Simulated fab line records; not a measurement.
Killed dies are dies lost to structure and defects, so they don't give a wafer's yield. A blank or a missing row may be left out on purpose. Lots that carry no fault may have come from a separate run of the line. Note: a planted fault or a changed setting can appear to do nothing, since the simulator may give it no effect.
Chamber matching ; flow gf180mcu ; rie-diel-03 running GF_M5_ETCH_09: 4 sister chambers
The step etches Si3N4 in CF4/O2, target depth 52 nm, time 11.6 s. 7 wafers are shown with their chamber, then 9 later ones without.

## EACH WAFER AND ITS CHAMBER
wafer;chamber;O2_flow_sccm (sccm);throttle-valve-pct (%)
L077.4;1;10.05;5.960
L078.5;0;9.98;5.977
L082.3;0;10.01;5.960
L082.6;2;10.01;5.966
L085.3;3;9.96;5.980
L085.5;3;9.99;5.960
L085.6;2;10.06;5.968

## WAFERS WITH NO CHAMBER GIVEN
wafer;O2_flow_sccm (sccm);throttle-valve-pct (%)
L090.1;9.98;5.971
L090.2;9.99;5.976
L090.6;9.94;5.957
L093.2;9.99;5.976
L093.5;9.98;5.965
L093.6;10.00;5.972
L097.2;9.98;5.971
L097.4;10.03;5.957
L097.5;10.01;5.978

## WHICH CHAMBER EACH WENT THROUGH
wafer;from the rows above;in truth
L090.1;can't be placed: 3 or 0 or 2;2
L090.2;can't be placed: 0 or 3 or 2 or 1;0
L090.6;can't be placed: 3 or 0 or 2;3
L093.2;can't be placed: 0 or 3 or 2 or 1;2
L093.5;can't be placed: 3 or 0 or 2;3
L093.6;can't be placed: 0 or 3 or 2 or 1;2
L097.2;can't be placed: 3 or 0 or 2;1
L097.4;can't be placed: 1 or 2 or 0 or 3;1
L097.5;can't be placed: 0 or 2 or 3 or 1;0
0 of 9 placed correctly. These rows do not allow placing 9 (true chamber among the candidates in 8). Wrongly placed: 0.
How it was worked out, from the rows above alone: a wafer's distance from a chamber is the root of the sum, over the readings, of the square of ((its reading less the chamber's mean) divided by the reading's scatter). If the next closest chamber is less than 2 further off than the closest, the wafer can't be placed; otherwise it belongs to the closest. Each chamber's mean is taken over the wafers shown for it. The scatter is the square root of a quotient: the sum, over the shown wafers, of each reading's squared deviation from its chamber's mean, divided by wafers minus chambers.
